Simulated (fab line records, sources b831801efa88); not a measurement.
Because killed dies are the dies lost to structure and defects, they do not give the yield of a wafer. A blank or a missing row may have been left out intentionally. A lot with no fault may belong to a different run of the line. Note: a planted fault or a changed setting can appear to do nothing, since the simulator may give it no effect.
fab line records -- flow sky130
record: lots: 6, wafers: 18, last_day: 50
route steps=708 shown VIA4@651 METAL5@661 PAD_OPEN@708
lots that met no fault: taken from a fault-free run of the same line
start_h: hours from the record's first day to the start of the lot's first wafer shown -- wait_h: hours elapsed since this lot's preceding step -- " unchanged from the row above -- L1.1+2: a single row standing in for several wafers -- - no value, or no start was given -- * or withheld: withheld -- < > ~ a bound
route shown NAME@n: names a module that has steps shown in the file, with the first one's number in the route -- usual: average and standard deviation across the fault-free wafers -- same: alike in all rows -- chamber/n: place in a boat -- sites: per-site readings -- _std_site: standard deviation across them -- _edge_site: the outer-site mean with the inner-site mean subtracted -- radius_mm: how far each site lies from the wafer's centre -- mask NAME#n: copy n -- behind: the most recent tool/chamber to have shaped the wafer -- hold: why the lot was held/for how many hours/how that ended -- device: the n, p or np transistor that did not switch -- end of line: tests run on the same wafers once the route is complete -- a step without rows: its recipe alone -- killed: at the first sort, the dies lost to defects and structure; wafer yield is something else -- map: a wafer's dies, x killed, . not, _ none there
set.NAME: setting as actually run; set.NAME@STEP: the setting as run at that earlier step -- model.NAME: the simulator's own value behind a step, which no gauge read
certain route steps with their lots: each step a table, each wafer a row
services: a tool's chamber out of use, with start hour (start_h, from the record's first day; less than 0 if before it), hours out, and reason
== steps ==
step: SKY_VIA4_ETCH_12
recipe: target: SiO2, chemistry: C4F8/O2/Ar, stop_on: TiN, mask_material: NOVOLAK, source_w: 1500, bias_w: 1200, pressure_mtorr: 40, c4f8_flow_sccm: withheld, O2_flow_sccm: 6, Ar_flow_sccm: 300, time_s: withheld, target_depth_a: 5800
usual: bias_w: 1200/3.5, oes_product_au: 0.926/0.0043
lot.wafer,tool,chamber,start_h,wait_h,bias_w,oes_product_au
L510.1,rie_diel-03,3,1042.25,0.0,1205,0.924
L510.5,rie_diel-03,3,1042.25,0.0,1204,0.927
L510.6,rie_diel-03,0,1042.25,0.0,1200,0.930
L517.1,rie_diel-04,3,1086.60,0.0,1199,0.929
L517.2,rie_diel-04,1,1086.60,0.0,1209,0.930
L517.3,rie_diel-04,0,1086.60,0.0,1201,0.932
L518.4,rie_diel-01,3,1090.25,0.0,1200,0.922
L518.5,rie_diel-01,2,1090.25,0.0,1204,0.926
L518.6,rie_diel-01,1,1090.25,0.0,1200,0.924
L524.3,rie_diel-03,0,1125.80,0.0,1200,0.929
L524.5,rie_diel-03,3,1125.80,0.0,1201,0.924
L524.6,rie_diel-03,0,1125.80,0.0,1206,0.929
L526.1,rie_diel-04,2,1130.41,0.0,1200,0.921
L526.3,rie_diel-04,3,1130.41,0.0,1195,0.929
L526.4,rie_diel-04,1,1130.41,0.0,1197,0.928
L525.1,rie_diel-04,3,1132.00,0.0,1197,0.924
L525.2,rie_diel-04,2,1132.00,0.0,1194,0.916
L525.4,rie_diel-04,1,1132.00,0.0,1195,0.932
step: SKY_VIA4_STRIP_13
recipe: chemistry: O2/N2, power_w: 1400, pressure_mtorr: 1500, platen_temp_c: withheld, o2_flow_sccm: 3000, n2_flow_sccm: 300, overash_fraction: 0.5
usual: drypump_motor_current_A: 5.8/0.56, o2_flow_sccm: 2999/8.4, oes_product_au: 0.710/0.0048, strip_time_to_endpoint_s: 12.81/0.032
lot.wafer,tool,chamber,start_h,wait_h,drypump_motor_current_A,o2_flow_sccm,oes_product_au,rf_hours_counter_h,strip_time_to_endpoint_s
L510.1,plasma_asher-02,0,1042.32,-,6.0,2999,0.714,59,12.76
L510.5,plasma_asher-02,1,1042.32,-,5.1,3005,0.709,-,12.78
L510.6,plasma_asher-02,0,1042.32,-,6.1,2993,0.720,-,12.79
L517.1,plasma_asher-04,0,1086.67,-,6.2,3010,0.708,2,12.75
L517.2,plasma_asher-04,1,1086.67,-,5.2,3003,0.707,2,12.79
L517.3,plasma_asher-04,0,1086.67,-,6.1,2998,0.709,-,12.78
L518.4,plasma_asher-01,0,1090.35,-,5.3,2998,0.716,-,12.76
L518.5,plasma_asher-01,1,1090.35,-,6.5,3008,0.707,-,12.84
L518.6,plasma_asher-01,0,1090.35,-,5.3,2981,0.702,-,12.78
L524.3,plasma_asher-02,0,1125.90,-,6.1,3006,0.703,-,12.81
L524.5,plasma_asher-02,1,1125.90,-,5.1,3005,0.707,-,12.83
L524.6,plasma_asher-02,0,1125.90,-,6.1,2994,0.712,-,12.86
L526.1,plasma_asher-01,1,1130.49,-,6.6,3004,0.707,38,12.78
L526.3,plasma_asher-01,0,1130.49,-,5.3,3008,0.700,-,12.81
L526.4,plasma_asher-01,1,1130.49,-,6.5,3005,0.714,-,12.79
L525.1,plasma_asher-02,0,1132.07,-,6.0,2986,0.709,68,12.79
L525.2,plasma_asher-02,1,1132.07,-,5.1,3006,0.709,68,12.83
L525.4,plasma_asher-02,1,1132.07,-,5.1,3002,0.708,-,12.81
step: SKY_VIA4_STRIP_14
recipe: chemistry: post_etch_residue_remover, time_s: 1200, temp_c: 72.5
step: SKY_VIA4_CLEAN_15
recipe: chemistry: IPA, time_s: 180, temp_c: 25
step: SKY_VIA4_CLEAN_16
recipe: chemistry: O3/DIW, dry: n2_spin
step: SKY_VIA4_SPUTTER_17
recipe: material: TiN, target_thk_nm: 20, chamber_pressure_pa: 5, power_w: 4000, time_s: 80
step: SKY_VIA4_CVD_18
recipe: material: W, target_thk_nm: 505, time_s: 152.14, temp_c: 400, pressure_torr: 40
usual: heater_power_w: 833/66
same: time_s: 152.14
lot.wafer,tool,chamber,start_h,wait_h,heater_power_w
L510.1,cvd_w-02,1,1042.98,0.0,751
L510.5,cvd_w-02,1,1042.98,0.0,724
L510.6,cvd_w-02,0,1042.98,0.0,861
L517.1,cvd_w-02,1,1087.32,0.0,736
L517.2,cvd_w-02,0,1087.32,0.0,830
L517.3,cvd_w-02,0,1087.32,0.0,838
L518.4,cvd_w-01,1,1091.03,0.1,900
L518.5,cvd_w-01,0,1091.03,0.1,868
L518.6,cvd_w-01,1,1091.03,0.1,902
L524.3,cvd_w-02,1,1126.57,0.1,733
L524.5,cvd_w-02,0,1126.57,0.1,835
L524.6,cvd_w-02,1,1126.57,0.1,731
L526.1,cvd_w-01,0,1131.18,0.0,874
L526.3,cvd_w-01,0,1131.18,0.0,880
L526.4,cvd_w-01,1,1131.18,0.0,910
L525.1,cvd_w-02,0,1132.76,0.0,835
L525.2,cvd_w-02,1,1132.76,0.0,734
L525.4,cvd_w-02,0,1132.76,0.0,857
step: SKY_VIA4_RS_MEAS_19
recipe: thk_meas_gauge: four-point-probe, reads: W_of_VIA4_CVD_18+TiN_of_VIA4_SPUTTER_17
usual: VIA4_W_RS: 0.226/0.004
lot.wafer,tool,chamber,start_h,wait_h,VIA4_W_RS[ohm/sq]
L510.1,film_metro-04,-,1043.13,0.1,0.224
L510.5,film_metro-04,-,1043.13,0.1,0.223
L510.6,film_metro-04,-,1043.13,0.1,0.216
L517.1,film_metro-01,-,1087.47,0.1,0.225
L517.2,film_metro-01,-,1087.47,0.1,0.221
L517.3,film_metro-01,-,1087.47,0.1,0.222
L518.4,film_metro-03,-,1091.19,0.1,0.227
L518.5,film_metro-03,-,1091.19,0.1,0.228
L518.6,film_metro-03,-,1091.19,0.1,0.231
L524.3,film_metro-01,-,1126.71,0.1,0.226
L524.5,film_metro-01,-,1126.71,0.1,0.221
L524.6,film_metro-01,-,1126.71,0.1,0.228
L526.1,film_metro-01,-,1131.33,0.1,0.229
L526.3,film_metro-01,-,1131.33,0.1,0.230
L526.4,film_metro-01,-,1131.33,0.1,0.231
L525.1,film_metro-03,-,1132.91,0.1,0.218
L525.2,film_metro-03,-,1132.91,0.1,0.225
L525.4,film_metro-03,-,1132.91,0.1,0.217
step: SKY_VIA4_THK_MEAS_20
recipe: thk_meas_gauge: xrf, reads: W_of_VIA4_CVD_18
usual: VIA4_W_THK: 501/9.6
lot.wafer,tool,chamber,start_h,wait_h,VIA4_W_THK[nm]
L510.1,film_metro-04,-,1043.25,0.1,499
L510.5,film_metro-04,-,1043.25,0.1,501
L510.6,film_metro-04,-,1043.25,0.1,515
L517.1,film_metro-01,-,1087.59,0.1,503
L517.2,film_metro-01,-,1087.59,0.1,514
L517.3,film_metro-01,-,1087.59,0.1,511
L518.4,film_metro-03,-,1091.28,0.1,496
L518.5,film_metro-03,-,1091.28,0.1,497
L518.6,film_metro-03,-,1091.28,0.1,490
L524.3,film_metro-01,-,1126.81,0.1,507
L524.5,film_metro-01,-,1126.81,0.1,517
L524.6,film_metro-01,-,1126.81,0.1,505
L526.1,film_metro-01,-,1131.45,0.1,503
L526.3,film_metro-01,-,1131.45,0.1,499
L526.4,film_metro-01,-,1131.45,0.1,496
L525.1,film_metro-03,-,1133.03,0.1,516
L525.2,film_metro-03,-,1133.03,0.1,503
L525.4,film_metro-03,-,1133.03,0.1,516
step: SKY_VIA4_CMP_21
recipe: stop_on: SiO2, t_overpolish_s: 25, down_force_psi: 3.5, platen_rpm: 60, target_thk_nm: 0, pad_velocity_m_s: 0.94248
usual: motor_current_A: 10.8/0.98, overpolish_run_s: 24.999/0.0093, platen_rpm: 60.00/0.038, time_to_endpoint_s: 123/3.8
lot.wafer,tool,chamber,start_h,wait_h,motor_current_A,overpolish_run_s,platen_rpm,time_to_endpoint_s
L510.1,cmp-01,2,1043.46,0.2,10.4,25.013,59.97,120
L510.6,cmp-01,3,1043.46,0.2,9.6,24.992,60.06,131
L510.5,cmp-01,0,1043.46,0.2,10.0,24.993,60.07,125
L517.1,cmp-01,3,1088.00,0.4,10.1,25.001,60.02,126
L517.2,cmp-01,0,1088.00,0.4,10.2,25.003,60.00,129
L517.3,cmp-01,2,1088.00,0.4,10.6,25.007,60.02,129
L518.4,cmp-02,3,1091.36,0.1,10.7,25.005,60.05,123
L518.6,cmp-02,2,1091.36,0.1,10.4,25.009,60.06,118
L518.5,cmp-02,3,1091.36,0.1,10.1,24.994,59.99,120
L524.3,cmp-02,0,1126.90,0.1,11.1,24.985,60.12,120
L524.6,cmp-02,3,1126.90,0.1,10.3,24.976,60.03,118
L524.5,cmp-02,0,1126.90,0.1,10.8,24.990,60.03,127
L526.4,cmp-02,3,1131.51,0.0,10.2,25.001,59.96,123
L526.3,cmp-02,0,1131.51,0.0,11.8,24.999,60.02,123
L526.1,cmp-02,1,1131.51,0.0,12.7,24.994,60.00,123
L525.4,cmp-02,1,1133.09,0.0,11.8,25.006,59.96,125
L525.2,cmp-02,3,1133.09,0.0,9.9,25.009,59.99,118
L525.1,cmp-02,0,1133.09,0.0,11.3,24.996,60.00,124
step: SKY_METAL5_SPUTTER_00
recipe: material: Ti, target_thk_nm: 15, power_w: 3000, time_s: 10, chamber_pressure_pa: 0.4
usual: cathode_dc_power_W: 3000.1/0.5, chamber_pressure_pa: 0.4001/0.0008, throttle_valve_pct: 30.1/1.3
same: time_s: 10
lot.wafer,tool,chamber,start_h,wait_h,cathode_dc_power_W,chamber_pressure_pa,throttle_valve_pct
L510.1,pvd_sputter-04,-,1043.61,0.1,3000.2,0.4002,30.4
L510.5,pvd_sputter-04,-,1043.61,0.1,3000.3,0.4014,32.3
L510.6,pvd_sputter-04,-,1043.61,0.1,2999.2,0.4012,28.8
L517.1,pvd_sputter-03,-,1088.30,0.2,3000.6,0.3996,29.5
L517.2,pvd_sputter-03,-,1088.30,0.2,2999.6,0.3994,30.6
L517.3,pvd_sputter-03,-,1088.30,0.2,2998.9,0.4003,28.5
L518.4,pvd_sputter-03,-,1091.61,0.2,3000.1,0.4004,29.2
L518.5,pvd_sputter-03,-,1091.61,0.2,3000.8,0.4007,29.3
L518.6,pvd_sputter-03,-,1091.61,0.2,3000.7,0.3997,30.9
L524.3,pvd_sputter-02,-,1127.15,0.2,3000.4,0.4000,29.3
L524.5,pvd_sputter-02,-,1127.15,0.2,2998.9,0.3996,28.6
L524.6,pvd_sputter-02,-,1127.15,0.2,2999.6,0.4005,29.7
L526.1,pvd_sputter-03,-,1131.81,0.1,2999.7,0.4023,29.3
L526.3,pvd_sputter-03,-,1131.81,0.1,3000.9,0.3999,28.7
L526.4,pvd_sputter-03,-,1131.81,0.1,3001.2,0.4003,30.5
L525.1,pvd_sputter-03,-,1133.39,0.1,3000.1,0.3998,28.8
L525.2,pvd_sputter-03,-,1133.39,0.1,3000.3,0.4010,29.4
L525.4,pvd_sputter-03,-,1133.39,0.1,2999.2,0.3989,30.4
step: SKY_METAL5_SPUTTER_01
recipe: material: TiN, target_thk_nm: 20, power_w: 6500, time_s: 16.7, chamber_pressure_pa: 0.4
step: SKY_METAL5_SPUTTER_02
recipe: material: AlCu, target_thk_nm: 1150, power_w: 10600, time_s: 61.2, chamber_pressure_pa: 0.4
usual: cathode_dc_power_W: 10600/2, chamber_pressure_pa: 0.3999/0.00074, throttle_valve_pct: 30.1/1.3, time_s: 61.2/0
lot.wafer,tool,chamber,start_h,wait_h,cathode_dc_power_W,chamber_pressure_pa,throttle_valve_pct,time_s
L510.1,pvd_sputter-04,-,1043.66,0.0,10600,0.3998,30.1,61.2
L510.5,pvd_sputter-04,-,1043.66,0.0,10598,0.3991,32.3,61.2
L510.6,pvd_sputter-04,-,1043.66,0.0,10601,0.3999,28.6,61.2
L517.1,pvd_sputter-03,-,1088.35,0.0,-,-,-,-
L517.2,pvd_sputter-03,-,1088.35,0.0,-,-,-,-
L517.3,pvd_sputter-03,-,1088.35,0.0,-,-,-,-
L518.4,pvd_sputter-03,-,1091.66,0.0,-,-,-,-
L518.5,pvd_sputter-03,-,1091.66,0.0,-,-,-,-
L518.6,pvd_sputter-03,-,1091.66,0.0,-,-,-,-
L524.3,pvd_sputter-02,-,1127.20,0.0,10600,0.4003,29.4,61.2
L524.5,pvd_sputter-02,-,1127.20,0.0,10600,0.3992,28.5,61.2
L524.6,pvd_sputter-02,-,1127.20,0.0,10599,0.3996,29.8,61.2
L526.1,pvd_sputter-03,-,1131.86,0.0,10599,0.4002,29.6,61.2
L526.3,pvd_sputter-03,-,1131.86,0.0,10600,0.4014,28.6,61.2
L526.4,pvd_sputter-03,-,1131.86,0.0,10604,0.4004,30.6,61.2
L525.1,pvd_sputter-03,-,1133.44,0.0,10599,0.3994,28.8,61.2
L525.2,pvd_sputter-03,-,1133.44,0.0,10598,0.3995,29.4,61.2
L525.4,pvd_sputter-03,-,1133.44,0.0,10604,0.4001,30.4,61.2
step: SKY_METAL5_SPUTTER_03
recipe: material: Ti, target_thk_nm: 5, power_w: 3000, time_s: 3.3, chamber_pressure_pa: 0.4
step: SKY_METAL5_SPUTTER_04
recipe: material: TiN, target_thk_nm: 70, power_w: 6500, time_s: 58.3, chamber_pressure_pa: 0.4
step: SKY_METAL5_RS_MEAS_05
recipe: thk_meas_gauge: four-point-probe, reads: TiN_of_METAL5_SPUTTER_04+Ti_of_METAL5_SPUTTER_03+AlCu_of_METAL5_SPUTTER_02+TiN_of_METAL5_SPUTTER_01+Ti_of_METAL5_SPUTTER_00
usual: METAL5_ALCU_RS: 0.02709/0.00025
lot.wafer,tool,chamber,start_h,wait_h,METAL5_ALCU_RS[ohm/sq]
L510.1,film_metro-01,-,1043.77,0.0,0.02714
L510.5,film_metro-01,-,1043.77,0.0,0.02698
L510.6,film_metro-01,-,1043.77,0.0,0.0272
L517.1,film_metro-03,-,1088.47,0.0,8.758
L517.2,film_metro-03,-,1088.47,0.0,8.7552
L517.3,film_metro-03,-,1088.47,0.0,8.6829
L518.4,film_metro-02,-,1091.84,0.1,8.6203
L518.5,film_metro-02,-,1091.84,0.1,8.6277
L518.6,film_metro-02,-,1091.84,0.1,8.6483
L524.3,film_metro-03,-,1127.36,0.1,0.02687
L524.5,film_metro-03,-,1127.36,0.1,0.02689
L524.6,film_metro-03,-,1127.36,0.1,0.02687
L526.1,film_metro-03,-,1131.98,0.0,0.02739
L526.3,film_metro-03,-,1131.98,0.0,0.02721
L526.4,film_metro-03,-,1131.98,0.0,0.02694
L525.1,film_metro-03,-,1133.56,0.0,0.02662
L525.2,film_metro-03,-,1133.56,0.0,0.02691
L525.4,film_metro-03,-,1133.56,0.0,0.02642
step: SKY_METAL5_THK_MEAS_06
recipe: thk_meas_gauge: xrf, reads: AlCu_of_METAL5_SPUTTER_02
usual: METAL5_ALCU_THK: 1143/13
lot.wafer,tool,chamber,start_h,wait_h,METAL5_ALCU_THK[nm]
L510.1,film_metro-01,-,1043.89,0.1,1137
L510.5,film_metro-01,-,1043.89,0.1,1154
L510.6,film_metro-01,-,1043.89,0.1,1142
L517.1,film_metro-03,-,1088.59,0.1,<1
L517.2,film_metro-03,-,1088.59,0.1,<1
L517.3,film_metro-03,-,1088.59,0.1,<1
L518.4,film_metro-02,-,1091.93,0.1,<0
L518.5,film_metro-02,-,1091.93,0.1,<0
L518.6,film_metro-02,-,1091.93,0.1,<0
L524.3,film_metro-03,-,1127.46,0.1,1156
L524.5,film_metro-03,-,1127.46,0.1,1155
L524.6,film_metro-03,-,1127.46,0.1,1152
L526.1,film_metro-03,-,1132.10,0.1,1117
L526.3,film_metro-03,-,1132.10,0.1,1128
L526.4,film_metro-03,-,1132.10,0.1,1145
L525.1,film_metro-03,-,1133.68,0.1,1150
L525.2,film_metro-03,-,1133.68,0.1,1137
L525.4,film_metro-03,-,1133.68,0.1,1170
step: SKY_METAL5_DEHYDRATE_07
recipe: temp_c: 200, time_s: 60
step: SKY_PAD_OPEN_PROBE_99
usual: defect_limited_yield: 82.7/2.1, killed_at_M0_to_M3: 43/7.2, killed_at_M4_up: 3.3/1.8, killed_at_contacts: 23/5.5, killed_at_front_end: 16/5.1, killed_at_other: 0.4/0.65, killed_dies: 85/10, killed_on_rim: 17/4.3, killed_open: 46/7.1, killed_short: 38/7.2, sort_bin_3_pad_short: 0.9/0.41, sort_bin_5_function: 10.2/1.5, sort_bin_6_memory: 6.2/1.1, sort_n_pass: 407/10, sort_yield_pct: 82.7/2.1
same: gross_dies: 492, killed_at_back_side: 0, sort_bin_4_leakage[%]: 0, sort_bin_8_speed[%]: 0
lot.wafer,tool,chamber,start_h,wait_h,defect_limited_yield[%],killed_at_M0_to_M3,killed_at_M4_up,killed_at_contacts,killed_at_front_end,killed_at_other,killed_dies,killed_on_rim,killed_open,killed_short,sort_bin_3_pad_short[%],sort_bin_5_function[%],sort_bin_6_memory[%],sort_n_pass,sort_yield_pct[%]
L517.1,prober-01,-,1150.37,0.1,0,39,410,19,24,0,492,96,48,37,1.2,93.3,5.5,0,0
L517.2,prober-01,-,1150.42,0.1,0,36,423,21,12,0,492,96,43,30,1.0,94.3,4.7,0,0
L517.3,prober-01,-,1150.47,0.2,0,46,400,23,23,0,492,96,55,38,1.0,91.5,7.5,0,0
L518.4,prober-02,-,1153.88,0.2,0,44,400,28,18,2,492,96,50,42,0.6,91.9,7.5,0,0
L518.5,prober-02,-,1153.93,0.2,0,47,394,26,23,2,492,96,52,48,1.6,89.8,8.5,0,0
L518.6,prober-02,-,1153.98,0.2,0,35,409,24,23,1,492,96,36,49,1.2,93.5,5.3,0,0
L524.3,prober-02,-,1183.15,0.2,82.3,49,3,23,12,0,87,19,47,39,1.2,10.0,6.5,405,82.3
killed by level:class
L517.1 METAL5:area_sputter=407 FIELD_ISO:geometric_particle:open=10 FIELD_ISO:geometric_particle:short=9 VIA1:geometric_particle:open=6 CONTACT:geometric_particle:open=6 VIA2:geometric_particle:open=6 METAL1:geometric_particle:short=5 VIA3:geometric_particle:open=5
L517.2 METAL5:area_sputter=418 CONTACT:geometric_particle:open=11 VIA1:geometric_particle:open=11 METAL1:geometric_particle:short=5 METAL3:geometric_particle:short=4 FIELD_ISO:geometric_particle:short=3 FIELD_ISO:geometric_particle:open=3 LOCAL_INTERCONNECT:geometric_particle:open=3
L517.3 METAL5:area_sputter=399 VIA2:geometric_particle:open=12 LI_CONTACT:geometric_particle:open=9 FIELD_ISO:geometric_particle:short=7 VIA1:geometric_particle:open=7 FIELD_ISO:geometric_particle:open=5 LOCAL_INTERCONNECT:geometric_particle:short=5 CONTACT:geometric_particle:open=5
L518.4 METAL5:area_sputter=397 LI_CONTACT:geometric_particle:open=10 VIA2:geometric_particle:open=10 CONTACT:geometric_particle:open=7 CONTACT:geometric_particle:short=7 METAL1:geometric_particle:short=6 METAL2:geometric_particle:short=6 FIELD_ISO:geometric_particle:open=5
L518.5 METAL5:area_sputter=390 VIA2:geometric_particle:open=10 LI_CONTACT:geometric_particle:open=8 VIA1:geometric_particle:open=8 POLY_GATE:geometric_particle:open=7 VIA1:geometric_particle:short=7 CONTACT:geometric_particle:short=6 FIELD_ISO:geometric_particle:open=5
L518.6 METAL5:area_sputter=404 CONTACT:geometric_particle:open=8 POLY_GATE:geometric_particle:short=7 LOCAL_INTERCONNECT:geometric_particle:short=7 POLY_GATE:geometric_particle:open=6 VIA1:geometric_particle:short=6 VIA1:geometric_particle:open=6 VIA2:geometric_particle:open=6
L524.3 VIA1:geometric_particle:open=19 METAL1:geometric_particle:short=9 CONTACT:geometric_particle:short=9 VIA3:geometric_particle:open=7 LI_CONTACT:geometric_particle:open=5 CONTACT:geometric_particle:open=5 FIELD_ISO:geometric_particle:short=4 POLY_GATE:geometric_particle:open=4
map L517.1 (x killed, . not)
__________xxxxxxxxxx_________
________xxxxxxxxxxxxxx_______
______xxxxxxxxxxxxxxxxxx_____
_____xxxxxxxxxxxxxxxxxxxx____
____xxxxxxxxxxxxxxxxxxxxxx___
___xxxxxxxxxxxxxxxxxxxxxxxx__
__xxxxxxxxxxxxxxxxxxxxxxxxxx_
_xxxxxxxxxxxxxxxxxxxxxxxxxxxx
_xxxxxxxxxxxxxxxxxxxxxxxxxxxx
_xxxxxxxxxxxxxxxxxxxxxxxxxxxx
_xxxxxxxxxxxxxxxxxxxxxxxxxxxx
_xxxxxxxxxxxxxxxxxxxxxxxxxxxx
_xxxxxxxxxxxxxxxxxxxxxxxxxxxx
_xxxxxxxxxxxxxxxxxxxxxxxxxxxx
_xxxxxxxxxxxxxxxxxxxxxxxxxxxx
__xxxxxxxxxxxxxxxxxxxxxxxxxx_
___xxxxxxxxxxxxxxxxxxxxxxxx__
____xxxxxxxxxxxxxxxxxxxxxx___
_____xxxxxxxxxxxxxxxxxxxx____
______xxxxxxxxxxxxxxxxxx_____
________xxxxxxxxxxxxxx_______
__________xxxxxxxxxx_________
map L518.4 (x killed, . not)
__________xxxxxxxxxx_________
________xxxxxxxxxxxxxx_______
______xxxxxxxxxxxxxxxxxx_____
_____xxxxxxxxxxxxxxxxxxxx____
____xxxxxxxxxxxxxxxxxxxxxx___
___xxxxxxxxxxxxxxxxxxxxxxxx__
__xxxxxxxxxxxxxxxxxxxxxxxxxx_
_xxxxxxxxxxxxxxxxxxxxxxxxxxxx
_xxxxxxxxxxxxxxxxxxxxxxxxxxxx
_xxxxxxxxxxxxxxxxxxxxxxxxxxxx
_xxxxxxxxxxxxxxxxxxxxxxxxxxxx
_xxxxxxxxxxxxxxxxxxxxxxxxxxxx
_xxxxxxxxxxxxxxxxxxxxxxxxxxxx
_xxxxxxxxxxxxxxxxxxxxxxxxxxxx
_xxxxxxxxxxxxxxxxxxxxxxxxxxxx
__xxxxxxxxxxxxxxxxxxxxxxxxxx_
___xxxxxxxxxxxxxxxxxxxxxxxx__
____xxxxxxxxxxxxxxxxxxxxxx___
_____xxxxxxxxxxxxxxxxxxxx____
______xxxxxxxxxxxxxxxxxx_____
________xxxxxxxxxxxxxx_______
__________xxxxxxxxxx_________
== services ==
tool,chamber,start_h,hours,kind
rie_diel-04,0,1018.34,1.9,repair
rie_diel-01,0,1029.56,4.7,repair
cmp-02,-,1030.24,3.4,repair
pvd_sputter-02,-,1045.52,4.3,repair
plasma_asher-04,-,1055.25,9.0,pm
plasma_asher-04,0,1055.25,9.0,vent_cycle
rie_diel-03,0,1064.71,21.0,repair
rie_diel-01,-,1075.21,14.6,pm
plasma_asher-02,-,1081.22,1.6,repair
cmp-01,-,1084.00,4.0,pm
cmp-01,-,1088.00,-,consumable_replace:conditioner
cmp-01,-,1088.00,-,consumable_replace:pad
cvd_w-02,-,1100.58,0.4,repair
rie_diel-01,1,1102.48,15.9,repair
rie_diel-01,-,1103.20,2.8,pm
pvd_sputter-03,-,1106.87,4.9,repair
rie_diel-01,-,1108.41,32.4,repair
plasma_asher-04,-,1111.62,4.3,repair
rie_diel-04,3,1111.71,16.7,repair
cmp-01,-,1113.72,0.7,repair
pvd_sputter-03,-,1126.78,3.5,repair
cmp-01,-,1129.24,1.4,repair
pvd_sputter-02,-,1131.13,8.2,repair
cmp-01,-,1132.43,0.9,repair
== key ==
first_sign: step: SKY_METAL5_SPUTTER_02, reading: tool_record, direction: missing
effect: step: SKY_METAL5_RS_MEAS_05, reading: METAL5_ALCU_RS, direction: up, sigmas: 99+, usual: 0.02709, struck: 8.6821
effect: step: SKY_METAL5_THK_MEAS_06, reading: METAL5_ALCU_THK, direction: down, sigmas: 86, usual: 1143, struck: <1
effect: step: SKY_PAD_OPEN_PROBE_99, reading: killed_at_M4_up, direction: up, sigmas: 99+, usual: 3.3, struck: 406
more_kills_born_at: SKY_METAL5_SPUTTER_02@pvd_sputter-03: 2415
met_at SKY_METAL5_SPUTTER_02
struck_wafers L517.1,L517.2,L517.3,L518.4,L518.5,L518.6
later_rows_left_out L517.1,L517.2,L517.3,L518.4,L518.5,L518.6
fault: kind: skipped_step_whole, tool: pvd_sputter-03, chamber: -, onset_h: 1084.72, steps: SKY_METAL5_SPUTTER_02, scope: struck_lots_only
later_rows_left_out: the simulator's readings of these wafers behind a module that went badly wrong aren't trusted and aren't shown, but for the sort
